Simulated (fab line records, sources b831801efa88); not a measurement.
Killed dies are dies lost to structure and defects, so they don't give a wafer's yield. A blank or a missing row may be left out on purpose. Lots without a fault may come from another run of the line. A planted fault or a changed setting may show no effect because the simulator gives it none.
Tool commonality check | flow sky130 | 15 lots, 45 wafers sampled

WHY IT WAS OPENED
At SKY_RES_XHIGH_TW_MEAS_09 the reading RES_XHIGH_TW is flagged on 3 of 15 lots. Wafers without a fault read 1639, standard deviation 11.
Rule: a lot is flagged when every wafer of it that has a number lies more than 4 standard deviations from that mean, or none has a number. The other lots count as sound.

lot  | measured     | on            | RES_XHIGH_TW, wafer by wafer | flag
L234 | day 26 21:29 | film_metro-03 | 1633 1638 1643               |
L235 | day 27 05:45 | film_metro-01 | 1641 1656 1637               |
L236 | day 27 13:02 | film_metro-01 | 1637 1638 1639               |
L237 | day 27 21:57 | film_metro-03 | 1631 1630 1639               |
L238 | day 28 02:23 | film_metro-03 | 1650 1666 1645               |
L239 | day 28 10:10 | film_metro-01 | 30 30 30                     | FLAGGED
L240 | day 28 15:28 | film_metro-03 | 30 30 30                     | FLAGGED
L241 | day 29 22:06 | film_metro-01 | 30 30 30                     | FLAGGED
L245 | day 30 10:07 | film_metro-02 | 1615 1625 1620               |
L248 | day 31 18:53 | film_metro-01 | 1645 1642 1644               |
L249 | day 31 21:11 | film_metro-02 | 1629 1635 1631               |
L250 | day 32 08:05 | film_metro-02 | 1627 1610 1622               |
L255 | day 33 13:45 | film_metro-01 | 1642 1645 1657               |
L256 | day 34 07:11 | film_metro-02 | 1636 1618 1628               |
L257 | day 34 11:32 | film_metro-01 | 1634 1637 1637               |
The numbers of the flagged lots are 30 on average: -1609 against the usual, or -99 or more standard deviations.

WHICH TOOL RAN EACH LOT
The record holds 2 process steps before the reading, out of a route of 708 steps. In each cell: the tool, then ch and the chambers that the sampled wafers went through, then the start.
lot  | flag    | SKY_SD_P_STRIP_10                    | SKY_RES_XHIGH_STRIP_08
L234 |         | plasma_asher-02 ch 0,1, day 25 15:56 | plasma_asher-02 ch 1, day 26 21:23
L235 |         | plasma_asher-01 ch 0,1, day 26 00:35 | plasma_asher-02 ch 0,1, day 27 05:38
L236 |         | plasma_asher-04 ch 0,1, day 26 08:08 | plasma_asher-02 ch 0,1, day 27 12:56
L237 |         | plasma_asher-02 ch 0,1, day 26 17:17 | plasma_asher-03 ch 1, day 27 21:50
L238 |         | plasma_asher-04 ch 0,1, day 26 21:44 | plasma_asher-03 ch 0,1, day 28 02:19
L239 | FLAGGED | plasma_asher-01 ch 0,1, day 27 05:08 | plasma_asher-02 ch 0,1, day 28 10:04
L240 | FLAGGED | plasma_asher-01 ch 0,1, day 27 10:44 | plasma_asher-04 ch 0,1, day 28 15:22
L241 | FLAGGED | plasma_asher-04 ch 0,1, day 28 18:05 | plasma_asher-02 ch 0,1, day 29 22:01
L245 |         | plasma_asher-04 ch 0,1, day 29 06:28 | plasma_asher-02 ch 0,1, day 30 10:01
L248 |         | plasma_asher-01 ch 0,1, day 30 16:05 | plasma_asher-02 ch 0,1, day 31 18:47
L249 |         | plasma_asher-01 ch 0,1, day 30 18:29 | plasma_asher-02 ch 0,1, day 31 21:05
L250 |         | plasma_asher-01 ch 0,1, day 31 05:11 | plasma_asher-02 ch 0,1, day 32 07:59
L255 |         | plasma_asher-04 ch 0,1, day 32 10:52 | plasma_asher-03 ch 0,1, day 33 13:40
L256 |         | plasma_asher-02 ch 0, day 33 04:26   | plasma_asher-04 ch 0,1, day 34 07:05
L257 |         | plasma_asher-01 ch 0,1, day 33 08:56 | plasma_asher-02 ch 0,1, day 34 11:26
What these steps do:
- SKY_SD_P_STRIP_10: strips in O2/N2.
- SKY_RES_XHIGH_STRIP_08: strips in O2/N2.
- SKY_RES_XHIGH_TW_MEAS_09

FLAGGED OVER TOTAL, TOOL BY TOOL (the gauges that took the reading come last)
step                     | tool            | lots run | flagged | share of the flagged lots | sound lots run after its first flagged lot
SKY_SD_P_STRIP_10        | plasma_asher-01 | 7        | 2       | some                      | 4 (L248,L249,L250,L257)
SKY_SD_P_STRIP_10        | plasma_asher-02 | 3        | 0       | none                      | -
SKY_SD_P_STRIP_10        | plasma_asher-04 | 5        | 1       | some                      | 2 (L245,L255)
SKY_RES_XHIGH_STRIP_08   | plasma_asher-02 | 10       | 2       | some                      | 5 (L245,L248,L249,L250,L257)
SKY_RES_XHIGH_STRIP_08   | plasma_asher-03 | 3        | 0       | none                      | -
SKY_RES_XHIGH_STRIP_08   | plasma_asher-04 | 2        | 1       | some                      | 1 (L256)
SKY_RES_XHIGH_TW_MEAS_09 | film_metro-01   | 7        | 2       | some                      | 3 (L248,L255,L257)
SKY_RES_XHIGH_TW_MEAS_09 | film_metro-02   | 4        | 0       | none                      | -
SKY_RES_XHIGH_TW_MEAS_09 | film_metro-03   | 4        | 1       | some                      | 0

WHAT THE TABLE ALLOWS
No row of the table ran every flagged lot.

WHAT THE SIMULATOR HAD PUT IN
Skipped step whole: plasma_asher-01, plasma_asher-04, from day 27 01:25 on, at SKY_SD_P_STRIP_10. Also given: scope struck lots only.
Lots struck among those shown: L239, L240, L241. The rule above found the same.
